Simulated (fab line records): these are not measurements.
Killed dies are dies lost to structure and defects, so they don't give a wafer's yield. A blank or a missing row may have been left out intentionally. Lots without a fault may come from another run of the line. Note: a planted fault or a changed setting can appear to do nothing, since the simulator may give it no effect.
A struck lot beside a sound one | flow gf180mcu | 17 out of 602 route steps
Sound: these wafers, L746.2, L746.3, L746.4. Struck: wafer L756.2 (left out: L756.3, L756.4 of the same lot, which were not struck); the cause appears at the end.
Order at every step that has rows: each side's tool, ch and its chambers, its first start. Under that, the readings that differ: sound wafers | struck wafers | difference of the means | sigmas: that difference in standard deviations of wafers without a fault.
alike: readings with means less than 2 such deviations apart, plus words and numbers identical on both sides. not compared: withheld readings, readings lacking a value on some wafer, bounds such as >300 that could conceal the same value, and numbers that have no deviation in the record and whose values overlap.
A row with sigmas, a row that says differs or no value, or rows on one side alone: a step with any of these is where the two part. Non-overlapping numbers with no deviation appear without sigmas and do not part them. A reading missing from all wafers of one side parts the sides only when that side holds two or more wafers.

GF_SAB_STRIP_13: strips in O2/N2.
  sound on plasma-asher-03 ch 0,1, day 15 16:27; struck on plasma-asher-02 ch 1, day 20 00:28
  reading                     | sound          | struck | difference | sigmas
  drypump-motor-current-A (A) | 6.12 6.12 6.12 | 5.50   | -0.62      | -3
  alike: heater-power-w, o2-flow-sccm, oes-product-au, strip-time-to-endpoint-s
  not compared: rf-hours-counter-h
then, 2 steps without rows for these wafers: GF_SALICIDE_CLEAN_00 (cleans in SC1/SC2, time 150 s); GF_SALICIDE_WET_ETCH_01 (etches SiO2 in dHF, target depth 5 nm, time 100 s).
GF_SALICIDE_SPUTTER_02: material Co, target thk 10 nm, time 20 s.
  struck on pvd-sputter-02, day 20 00:40; sound on pvd-sputter-01, day 15 16:39
  alike: throttle-valve-pct
GF_SALICIDE_SPUTTER_03: material TiN, target thk 20 nm, time 16.7 s.
  struck on pvd-sputter-02, day 20 00:41; sound on pvd-sputter-01, day 15 16:40
  alike: throttle-valve-pct
GF_SALICIDE_RS_MEAS_04: measures by four-point-probe.
  struck on film-metro-04, day 20 00:44; sound on film-metro-02, day 15 16:43
  alike: SALICIDE_TIN_RS
GF_SALICIDE_THK_MEAS_05: measures by xrf.
  struck on film-metro-04, day 20 00:50; sound on film-metro-02, day 15 16:50
  alike: SALICIDE_TIN_THK
GF_SALICIDE_RTA_06: time 30 s.
  sound on rtp-anneal-01 ch 0, day 15 16:54; struck on rtp-anneal-01 ch 0, day 20 00:55
  alike: lamp-power-pct, wafer_temp_C_max
then, 1 step without rows for these wafers: GF_SALICIDE_WET_ETCH_07 (etches the open film in SPM, target depth 120 nm).
GF_SALICIDE_RTA_08: time 30 s.
  sound on rtp-anneal-02 ch 0, day 15 17:06; struck on rtp-anneal-02 ch 0, day 20 01:07
  alike: lamp-power-pct, wafer_temp_C_max
then, 1 step without rows for these wafers: GF_CONTACT_CVD_00 (deposits SiO2, target thk 300 nm, time 50 s).
GF_CONTACT_THK_MEAS_01:
  struck on film-metro-01, day 20 01:16; sound on film-metro-02, day 15 17:14
  reading                 | sound       | struck | difference | sigmas
  CONTACT_CVD_00_THK (nm) | 295 297 300 | 304    | +7         | +2
GF_CONTACT_CVD_02: deposits SiO2 from TEOS, target thk 860 nm, time 95.992 s.
  sound on pecvd-02 ch 0,1, day 15 17:17; struck on pecvd-02 ch 0, day 20 01:19
  reading                                  | sound             | struck | difference | sigmas
  rf-fwd-power-W (W)                       | 598.3 595.9 594.6 | 601.0  | +4.7       | +2
  model.SiO2_of_CONTACT_CVD_02.thk-nm (nm) | 836.8 838.3 846.8 | 1203   | +362       |
  alike: heater-power-w
GF_CONTACT_THK_MEAS_03:
  struck on film-metro-02, day 20 01:26; sound on film-metro-04, day 15 17:22
  reading                 | sound       | struck | difference | sigmas
  CONTACT_CVD_02_THK (nm) | 837 838 847 | 1204   | +363       | +36
GF_CONTACT_CMP_04: polishes SiO2.
  sound on cmp-01 ch 0,1,2, day 15 17:25; struck on cmp-02 ch 2, day 20 01:29
  reading                | sound     | struck | difference | sigmas
  time-to-endpoint-s (s) | 97 98 105 | 240    | +140       | +29
  alike: motor-current-A
GF_CONTACT_BOW_MEAS_05:
  struck on film-metro-04, day 20 01:48; sound on film-metro-02, day 15 17:44
  alike: CONTACT_BOW
then, 1 step without rows for these wafers: GF_PASSIVATION_PROBE_99.

WHERE THEY PART
At GF_SAB_STRIP_13 first; at GF_CONTACT_CMP_04 last (within this record only). Later steps at which nothing parts them and some readings are alike: GF_CONTACT_BOW_MEAS_05.

WHY: what the simulator had put in
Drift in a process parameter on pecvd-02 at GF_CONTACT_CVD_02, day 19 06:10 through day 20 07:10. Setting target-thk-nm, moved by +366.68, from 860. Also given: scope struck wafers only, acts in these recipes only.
